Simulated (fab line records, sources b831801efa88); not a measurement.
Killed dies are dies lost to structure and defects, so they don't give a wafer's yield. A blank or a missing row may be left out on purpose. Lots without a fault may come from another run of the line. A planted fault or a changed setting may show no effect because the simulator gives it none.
Problem report in the 8D (eight disciplines) form, filled by code | flow sky130 | the parts of the form that need people (team, actions taken, sign-off) are left out

1. THE PROBLEM
LDD_HVN_TW at SKY_LDD_HVN_TW_MEAS_10 reads a mean of 1360 on 6 wafers of 2 lots; wafers without a fault read 1432 with a standard deviation of 11. That is -6.6 standard deviations from the usual mean.
First seen on wafer L311.1, day 23 14:55, on film_metro-03. The record holds 36 wafers of 12 lots with a number at this step. Rule for "out", or "out of limits": more than 4 standard deviations from the usual mean. The other wafers with a number count as sound.

2. WHAT IT IS AND WHAT IT IS NOT
question                    | is                     | is not
which readings at this step | LDD_HVN_TW             | -
which lots                  | L311, L313             | L302, L303, L304, L306, L320, L321, L322, L323, L324, L325
which wafers of those lots  | all that have a number | -
read on which gauges        | film_metro-03          | film_metro-01, film_metro-02
when                        | from day 23 14:55      | up to then (12 sound wafers); but 18 sound wafers of L320, L321, L322, L323, L324, L325 came after

3. SUSPECTS, AND WHAT RULES EACH OUT
Counting: a tool at a process step up to the reading stays a suspect if it ran every lot that is out and no sound lot after the first of them.
- the gauge at SKY_LDD_HVN_TW_MEAS_10: kept. All the wafers that are out were read on film_metro-03, and no step on other tools shows them out.
- implanter-04 at SKY_LDD_HVN_IMPLANT_08: ruled out as a lasting fault. Sound lots L320, L321, L322, L324 ran on it after its first lot that is out, L311 (day 23 14:40).
Left after counting: film_metro-03 at SKY_LDD_HVN_TW_MEAS_10.

4. THE CAUSE (what the simulator had put in)
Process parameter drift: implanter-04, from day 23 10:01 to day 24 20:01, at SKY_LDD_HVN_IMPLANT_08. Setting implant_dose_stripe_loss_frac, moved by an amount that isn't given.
Counting ruled it out, wrongly: the rule takes a fault to strike every lot that its tool runs from its start on, and this one did not.

5. THE CHAIN OF EFFECTS, in route order
Each row: a reading whose mean over the struck wafers that have a number lies more than 3 standard deviations from the usual. Only readings for which the record gives a usual standard deviation are gone through. hours: the time from each lot's start at the first step in this table that gives one to its start at this step, as a median over the lots. sigmas: the change in usual standard deviations.
hours | step                   | reading    | usual | on struck wafers | change | sigmas
0     | SKY_LDD_HVN_TW_MEAS_10 | LDD_HVN_TW | 1432  | 1360             | -72    | -6.6

6. WHAT WOULD HAVE CAUGHT IT SOONER
In this record the first reading out of limits at a measuring or inspecting step was taken at day 23 14:55, 5 hours after the fault began at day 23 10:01.
Of the tool readings at SKY_LDD_HVN_IMPLANT_08 for which the record gives a usual standard deviation, none was out on any struck wafer, so an alarm limit of 4 standard deviations on them would not have fired.
